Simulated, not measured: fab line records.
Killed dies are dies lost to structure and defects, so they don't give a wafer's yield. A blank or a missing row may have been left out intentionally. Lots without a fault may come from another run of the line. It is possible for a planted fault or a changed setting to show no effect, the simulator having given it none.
Which tool did it? -- flow gf180mcu -- 6 lots, 18 wafers sampled, at 2 steps of a route of 602

## WHAT THE GAUGES READ, wafer by wafer
GF_V4_THK_MEAS_03.
lot,measured,on,V4_CVD_02_THK (nm)
L968,day 24 00:32,film_metro-04,845 846 863
L971,day 25 05:02,film_metro-01,849 849 865
L976,day 26 20:04,film_metro-01,876 857 868
L979,day 28 01:40,film_metro-01,835 1530 845
L987,day 30 03:01,film_metro-01,825 829 857
L989,day 30 13:59,film_metro-01,848 852 848

## TOOL THAT RAN EACH LOT (tool first, then ch and the chambers of the sampled wafers, then the start)
lot,GF_V4_CVD_02
L968,"pecvd-02 ch 1,2, day 24 00:26"
L971,"pecvd-01 ch 1,2, day 25 04:57"
L976,"pecvd-02 ch 1,2, day 26 19:58"
L979,"pecvd-02 ch 0,1,2, day 28 01:36"
L987,"pecvd-01 ch 0,1,2, day 30 02:52"
L989,"pecvd-03 ch 0,1,2, day 30 13:55"
- GF_V4_CVD_02: deposits SiO2 from TEOS, target thk 850 nm, time 94.851 s.

## THE ANSWER, worked out from the rows above alone
Rule: usual is defined by the lots themselves. The widest of any qualifying gaps counts: lots, ordered by their means at a reading, are off when they make up no more than a third of the lots, leave a main group of 4 or more, and stand apart from it by 3 or more times the standard deviation of that group's means. If all means in a main group match to the digits the tables above print for the reading, that group is not used. Also off: a lot with no number at a reading for which 4 or more lots have one. All remaining lots with rows at the step are treated as sound.
Off: L979, seen at GF_V4_THK_MEAS_03 (V4_CVD_02_THK). For the main group the mean is 852 nm and the standard deviation 9.6.
If a tool, at a process step before that reading, ran all the lots that are off and no sound lot after the first of them, it fits. Gauges at GF_V4_THK_MEAS_03: tried the same way as those tools. One candidate fits, namely pecvd-02 at GF_V4_CVD_02. Its last sound lot is L976 (day 26 19:58), its first lot that is off L979 (day 28 01:36): a fault that began between those two fits.

## WHAT THE SIMULATOR HAD INSERTED
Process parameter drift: pecvd-02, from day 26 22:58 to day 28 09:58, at GF_V4_CVD_02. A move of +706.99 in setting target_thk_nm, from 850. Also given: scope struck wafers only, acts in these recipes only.
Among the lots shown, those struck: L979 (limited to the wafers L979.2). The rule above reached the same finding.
